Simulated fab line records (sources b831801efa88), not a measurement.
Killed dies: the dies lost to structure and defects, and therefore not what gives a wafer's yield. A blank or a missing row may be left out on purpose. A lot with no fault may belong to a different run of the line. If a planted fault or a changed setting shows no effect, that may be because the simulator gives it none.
Code-filled problem report in 8D (eight disciplines) form ; flow sky130 ; the parts of the form that need people (team, actions taken, sign-off) are left out

== 1. THE PROBLEM ==
Wafers free of any fault read 1452 (standard deviation 14) for LDD_HVN_TW at SKY_LDD_HVN_TW_MEAS_10, against a mean of 3153 on 6 wafers of 2 lots. So: +99 or more standard deviations from the usual mean.
First observed at day 26 13:09: wafer L351.2, on film_metro-01. At this step, 36 wafers from 12 lots have a number in the record. Rule for "out" (also "out of limits"): further than 4 standard deviations from the usual mean. The rest of the wafers with a number are treated as sound.

== 2. WHAT IT IS, WHAT IT ISN'T ==
question;is;is not
which readings at this step;LDD_HVN_TW;-
which lots;L350, L351;L335, L337, L338, L339, L341, L343, L344, L346, L347, L357
which wafers of those lots;all that have a number;-
read on which gauges;film_metro-01, film_metro-02;film_metro-03
when;from day 26 13:09;"up to then (27 sound wafers); but 3 sound wafers of L357 came after"

== 3. WHAT RULES OUT EACH SUSPECT ==
Counting: a tool stays on the suspect list if, at a process step up to the reading, it processed all lots that are out and no sound lot following the first of them.
- the gauge at SKY_LDD_HVN_TW_MEAS_10 has been ruled out. The wafers that are out were read on 2 gauges (film_metro-01, film_metro-02).
- implanter-04 at SKY_LDD_HVN_IMPLANT_08: kept. Every lot that is out went through it, starting with L351 (day 26 12:55), and after that it ran no sound lot; the last sound lot it ran before then is L346 (day 24 22:43). Out on those wafers are its own readings of beam_on_s, dose_ions_cm2, faraday_current_uA.
The count leaves implanter-04 at SKY_LDD_HVN_IMPLANT_08.

== 4. THE CAUSE (what the simulator had put in) ==
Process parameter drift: implanter-04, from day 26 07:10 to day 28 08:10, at SKY_LDD_HVN_IMPLANT_08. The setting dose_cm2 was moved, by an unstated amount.
Only this tool survived the counting.

== 5. THE CHAIN OF EFFECTS, in route order ==
One row per reading whose mean, taken over the struck wafers that have a number, lies over 3 standard deviations from the usual. Scope: only readings with a usual standard deviation given in the record; hours: median across lots of the time from each lot's start at the first step in this table that gives one to its start at this step; sigmas: change in usual standard deviations.
hours;step;reading;usual;on struck wafers;change;sigmas
0;SKY_LDD_HVN_IMPLANT_08;beam_on_s;10.01 s;13.55;+3.54;+19
0;SKY_LDD_HVN_IMPLANT_08;dose_ions_cm2;3.001e+13;3.743e+14;+3.443e+14;+99 or more
0;SKY_LDD_HVN_IMPLANT_08;end_station_pressure_torr;5.15e-06 Torr;6.13e-06;+9.85e-07;+3.6
0;SKY_LDD_HVN_IMPLANT_08;faraday_current_uA;169;1555;+1386;+99 or more
0;SKY_LDD_HVN_TW_MEAS_10;LDD_HVN_TW;1452;3153;+1701;+99 or more
It contains these process steps:
- SKY_LDD_HVN_IMPLANT_08

== 6. HOW IT WOULD HAVE BEEN CAUGHT EARLIER ==
The first out-of-limits reading at a measuring or inspecting step in this record came at day 26 13:09, 6 hours after the fault's start at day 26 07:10.
At SKY_LDD_HVN_IMPLANT_08, the tool's own readings (beam_on_s, dose_ions_cm2, faraday_current_uA) were out on each struck wafer the step has a row for, so an alarm limit on them would have fired on the first such wafer.
L350, from the lots that are out (2), started SKY_LDD_HVN_IMPLANT_08 on implanter-04 later than day 26 13:09. Holding the tool at that time would have saved it.
